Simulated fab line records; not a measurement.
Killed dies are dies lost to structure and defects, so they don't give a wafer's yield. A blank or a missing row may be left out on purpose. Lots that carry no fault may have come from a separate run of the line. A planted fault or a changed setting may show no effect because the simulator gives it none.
One fault seen from 2 desks :: flow sfq line :: each desk has only its own numbers; what lay behind them comes last

FOR THE TOOL OWNER'S DESK: pvd sputter-05
The tool's own readings at SFQ_TRILAYER_M7_DEP_SPUTTER_175 (material Nb, target thk 200 nm, time 133.3 s): means of the sampled wafers that have a number, for each lot that ran on this tool. Any lot whose mean is over 4 standard deviations away from the usual mean is out of limits and marked OUT; that distance is given in the brackets.
Columns: A = cathode dc power W at SFQ_TRILAYER_M7_DEP_SPUTTER_175, usual 2000.1 W; B = throttle valve pct at SFQ_TRILAYER_M7_DEP_SPUTTER_175, usual 29.6 %
lot: L877
first seen here: day 73 18:36
A: 2000.0
B: 30.6

lot: L884
first seen here: day 79 09:31
A: 2000.1
B: 29.8

lot: L885
first seen here: day 80 01:44
A: 2000.2
B: 29.9

lot: L886
first seen here: day 80 18:32
A: 2000.2
B: 30.2

lot: L891
first seen here: day 81 07:08
A: 1999.5
B: 30.9

lot: L894
first seen here: day 81 19:44
A: 2029.4 (+73) OUT
B: 30.7

lot: L896
first seen here: day 82 08:43
A: 2029.5 (+73) OUT
B: 29.6
This desk's verdict: out of limits on L894, L896, starting with L894 at day 81 19:44 (cathode dc power W at SFQ_TRILAYER_M7_DEP_SPUTTER_175). L877, L884, L885, L886, L891: within limits.

THE METROLOGY DESK
Lot by lot, what the gauges showed, no matter which tool ran the lot: averages of those sampled wafers that carry a number. Any lot whose mean is over 4 standard deviations away from the usual mean is out of limits and marked OUT; that distance is given in the brackets.
Columns: A = M7_NB_RS at SFQ_M7_RS_MEAS_943, usual 0.891 ohm/sq
lot: L876
first seen here: day 73 16:19
A: 0.885

lot: L877
first seen here: day 73 18:44
A: 0.889

lot: L880
first seen here: day 76 22:26
A: 0.893

lot: L882
first seen here: day 77 08:01
A: 0.888

lot: L883
first seen here: day 77 09:13
A: 0.886

lot: L884
first seen here: day 79 09:37
A: 0.881

lot: L885
first seen here: day 80 01:50
A: 0.887

lot: L886
first seen here: day 80 18:37
A: 0.890

lot: L888
first seen here: day 80 23:25
A: 0.896

lot: L890
first seen here: day 81 05:26
A: 0.889

lot: L891
first seen here: day 81 07:14
A: 0.888

lot: L894
first seen here: day 81 19:50
A: 0.869

lot: L895
first seen here: day 82 02:49
A: 0.886

lot: L896
first seen here: day 82 08:48
A: 0.867
Result from this desk: across the 14 lots, nothing is out of limits.

ALL TOGETHER
The tool owner's desk had the chance to raise an alarm at day 81 19:44 on L894, L896.
Metrology desk: nothing out of limits seen.
The metrology desk has L894, L896 on record, within its limits.
SFQ_TRILAYER_M7_DEP_SPUTTER_175 was run on pvd sputter-05 by each of the lots named.

WHAT THE SIMULATOR PUT IN
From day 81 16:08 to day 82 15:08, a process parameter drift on pvd sputter-05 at SFQ_TRILAYER_M7_DEP_SPUTTER_175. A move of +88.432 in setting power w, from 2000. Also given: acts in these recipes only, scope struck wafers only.
Shown lots that were struck: L894, L896.
Hours from the fault's start to each desk's first reading out of limits: the tool owner's desk, 4.
